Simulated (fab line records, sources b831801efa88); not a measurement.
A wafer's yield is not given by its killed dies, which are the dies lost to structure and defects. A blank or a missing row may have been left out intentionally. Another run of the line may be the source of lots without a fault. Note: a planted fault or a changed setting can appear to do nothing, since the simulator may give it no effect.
Which tool did it? + flow gf180mcu + 13 lots with 39 wafers sampled at 5 steps, on a route of 602 steps

== WHAT THE GAUGES SHOWED, per wafer ==
GF_CONTACT_RS_MEAS_25: a four-point-probe measurement. Usual: CONTACT_W_RS gives 0.381 ohm/sq (standard deviation 0.0049).
| lot  | measured     | on           | CONTACT_W_RS (ohm/sq) | flag |
|------|--------------|--------------|-----------------------|------|
| L139 | day 16 05:01 | filmMetro-02 | 0.387 0.385 0.391     |      |
| L140 | day 16 10:37 | filmMetro-01 | 0.379 0.379 0.384     |      |
| L141 | day 16 19:03 | filmMetro-02 | 0.386 0.387 0.379     |      |
| L143 | day 18 01:16 | filmMetro-03 | 0.379 0.373 0.383     |      |
| L144 | day 18 03:34 | filmMetro-03 | 0.386 0.388 0.386     |      |
| L145 | day 18 08:38 | filmMetro-01 | 0.371 0.374 0.369     |      |
| L146 | day 18 23:29 | filmMetro-02 | 0.376 0.389 0.390     |      |
| L148 | day 19 19:06 | filmMetro-01 | 0.378 0.378 0.385     |      |
| L149 | day 19 22:39 | filmMetro-02 | 0.375 0.385 0.386     |      |
| L150 | day 20 03:38 | filmMetro-03 | 0.375 0.389 0.381     |      |
| L158 | day 23 02:35 | filmMetro-03 | 0.392 0.378 0.392     |      |
| L160 | day 23 19:01 | filmMetro-01 | 0.376 0.377 0.381     |      |
| L162 | day 24 09:01 | filmMetro-02 | 0.381 0.385 0.381     |      |

GF_M1_CD_MEAS_14: target cd 230 nm. Usual: cdNm at 229.5 nm, with a standard deviation of 1.1.
| lot  | measured     | on       | cdNm (nm)         | flag |
|------|--------------|----------|-------------------|------|
| L139 | day 17 04:14 | cdSem-01 | 229.7 229.4 229.4 |      |
| L140 | day 17 09:39 | cdSem-01 | 229.1 229.4 229.4 |      |
| L141 | day 17 18:47 | cdSem-01 | 229.2 227.6 229.9 |      |
| L143 | day 19 01:43 | cdSem-01 | 228.5 228.6 228.4 |      |
| L144 | day 19 04:22 | cdSem-02 | 228.3 227.7 227.4 |      |
| L145 | day 19 09:44 | cdSem-02 | 230.4 230.5 229.3 |      |
| L146 | day 20 00:20 | cdSem-02 | 229.8 229.7 229.3 |      |
| L148 | day 20 19:39 | cdSem-02 | 230.1 227.8 228.4 |      |
| L149 | day 21 00:14 | cdSem-01 | 236.4 236.2 236.5 | OFF  |
| L150 | day 21 04:32 | cdSem-01 | 237.1 237.1 236.7 | OFF  |
| L158 | day 24 01:06 | cdSem-01 | 229.7 229.8 229.7 |      |
| L160 | day 24 17:25 | cdSem-01 | 230.3 230.8 229.5 |      |
| L162 | day 25 08:11 | cdSem-02 | 230.6 229.7 231.2 |      |

GF_V1_BOW_MEAS_05. Usual: V1_BOW gives 82 um (standard deviation 7.7).
| lot  | measured     | on           | V1_BOW (um) | flag |
|------|--------------|--------------|-------------|------|
| L139 | day 17 05:37 | filmMetro-04 | 83 86 81    |      |
| L140 | day 17 11:08 | filmMetro-01 | 72 76 77    |      |
| L141 | day 17 20:09 | filmMetro-01 | 76 82 85    |      |
| L143 | day 19 03:07 | filmMetro-04 | 75 82 77    |      |
| L144 | day 19 06:04 | filmMetro-04 | 73 92 80    |      |
| L145 | day 19 11:19 | filmMetro-04 | 94 78 88    |      |
| L146 | day 20 01:41 | filmMetro-01 | 85 86 100   |      |
| L148 | day 20 21:03 | filmMetro-04 | 73 86 79    |      |
| L149 | day 21 01:38 | filmMetro-04 | 87 78 76    |      |
| L150 | day 21 05:53 | filmMetro-01 | 82 75 82    |      |
| L158 | day 24 04:47 | filmMetro-02 | 75 89 85    |      |
| L160 | day 24 18:46 | filmMetro-04 | 94 96 85    |      |
| L162 | day 25 09:32 | filmMetro-04 | 85 91 83    |      |

== WHICH TOOL RAN EACH LOT (tool, then ch and the chambers of the sampled wafers, then the start) ==
| lot  | GF_CONTACT_SPUTTER_22       | GF_M1_SOFTBAKE_10                |
|------|-----------------------------|----------------------------------|
| L139 | pvdSputter-04, day 16 04:49 | lithoTrack-04 ch 0, day 16 17:17 |
| L140 | pvdSputter-01, day 16 10:22 | lithoTrack-04 ch 0, day 16 22:47 |
| L141 | pvdSputter-01, day 16 18:50 | lithoTrack-04 ch 0, day 17 07:09 |
| L143 | pvdSputter-04, day 18 01:03 | lithoTrack-01 ch 0, day 18 13:43 |
| L144 | pvdSputter-02, day 18 03:22 | lithoTrack-01 ch 0, day 18 16:08 |
| L145 | pvdSputter-04, day 18 08:26 | lithoTrack-01 ch 0, day 18 21:26 |
| L146 | pvdSputter-01, day 18 23:17 | lithoTrack-04 ch 0, day 19 11:56 |
| L148 | pvdSputter-01, day 19 18:50 | lithoTrack-04 ch 0, day 20 07:48 |
| L149 | pvdSputter-01, day 19 22:27 | lithoTrack-04 ch 0, day 20 11:47 |
| L150 | pvdSputter-02, day 20 03:25 | lithoTrack-04 ch 0, day 20 16:36 |
| L158 | pvdSputter-04, day 23 02:22 | lithoTrack-01 ch 0, day 23 14:19 |
| L160 | pvdSputter-04, day 23 18:48 | lithoTrack-04 ch 0, day 24 05:54 |
| L162 | pvdSputter-01, day 24 08:49 | lithoTrack-04 ch 0, day 24 21:50 |
- GF_CONTACT_SPUTTER_22: material Ti, target thk 15 nm, time 80.02 s.
- GF_M1_SOFTBAKE_10: time 60 s.

== WHAT THE TOOLS THEMSELVES READ (means of the sampled wafers that have a number; where no wafer has one, the mark that the record gives instead) ==
GF_CONTACT_SPUTTER_22. Usual: throttleValvePct at 30.5 %, with a standard deviation of 0.99.
| lot  | tool          | throttleValvePct (%) | flag |
|------|---------------|----------------------|------|
| L139 | pvdSputter-04 | 31.0                 |      |
| L140 | pvdSputter-01 | 30.5                 |      |
| L141 | pvdSputter-01 | 29.5                 |      |
| L143 | pvdSputter-04 | 30.3                 |      |
| L144 | pvdSputter-02 | 30.0                 |      |
| L145 | pvdSputter-04 | 30.7                 |      |
| L146 | pvdSputter-01 | 29.5                 |      |
| L148 | pvdSputter-01 | 29.6                 |      |
| L149 | pvdSputter-01 | 29.8                 |      |
| L150 | pvdSputter-02 | 30.9                 |      |
| L158 | pvdSputter-04 | 30.8                 |      |
| L160 | pvdSputter-04 | 31.4                 |      |
| L162 | pvdSputter-01 | 30.1                 |      |

GF_M1_SOFTBAKE_10. Usual: heaterPowerTotalW 93.05 W, standard deviation 0.059; plateTempC 130.00 C, standard deviation 0.16.
| lot  | tool          | heaterPowerTotalW (W) | plateTempC (C) | flag |
|------|---------------|-----------------------|----------------|------|
| L139 | lithoTrack-04 | 93.09                 | 129.82         |      |
| L140 | lithoTrack-04 | 93.08                 | 130.06         |      |
| L141 | lithoTrack-04 | 93.07                 | 129.98         |      |
| L143 | lithoTrack-01 | 93.00                 | 129.70         |      |
| L144 | lithoTrack-01 | 93.01                 | 130.17         |      |
| L145 | lithoTrack-01 | 92.98                 | 130.02         |      |
| L146 | lithoTrack-04 | 93.04                 | 129.97         |      |
| L148 | lithoTrack-04 | 93.07                 | 130.11         |      |
| L149 | lithoTrack-04 | 90.13                 | 127.12         | OFF  |
| L150 | lithoTrack-04 | 90.19                 | 127.02         | OFF  |
| L158 | lithoTrack-01 | 93.04                 | 130.07         |      |
| L160 | lithoTrack-04 | 93.07                 | 130.05         |      |
| L162 | lithoTrack-04 | 93.03                 | 129.91         |      |

== THE ANSWER, worked out from the rows above alone ==
Rule: take the mean of a lot's wafers that have a number; if it is more than 3 standard deviations from the usual mean, the lot is off. A lot without any number at a reading at which 4 lots or more have one is off too. The other lots that the step has rows for count as sound. First the gauges in route order, then the tools' own readings, where a lot's mean is used as printed above. At the first step where some lot is off, the reading lying furthest off is the one used; lots without a number count as furthest.
Off: L149, L150, at GF_M1_CD_MEAS_14 (cdNm).
If a tool, at a process step before that reading, ran all the lots that are off and no sound lot after the first of them, it fits. Not tried: the gauges at GF_M1_CD_MEAS_14; whatever is off there is also off at GF_M1_SOFTBAKE_10, on other tools, and gauge error can't account for it. No candidate that was tried fits.

== WHAT THE SIMULATOR HAD INSERTED ==
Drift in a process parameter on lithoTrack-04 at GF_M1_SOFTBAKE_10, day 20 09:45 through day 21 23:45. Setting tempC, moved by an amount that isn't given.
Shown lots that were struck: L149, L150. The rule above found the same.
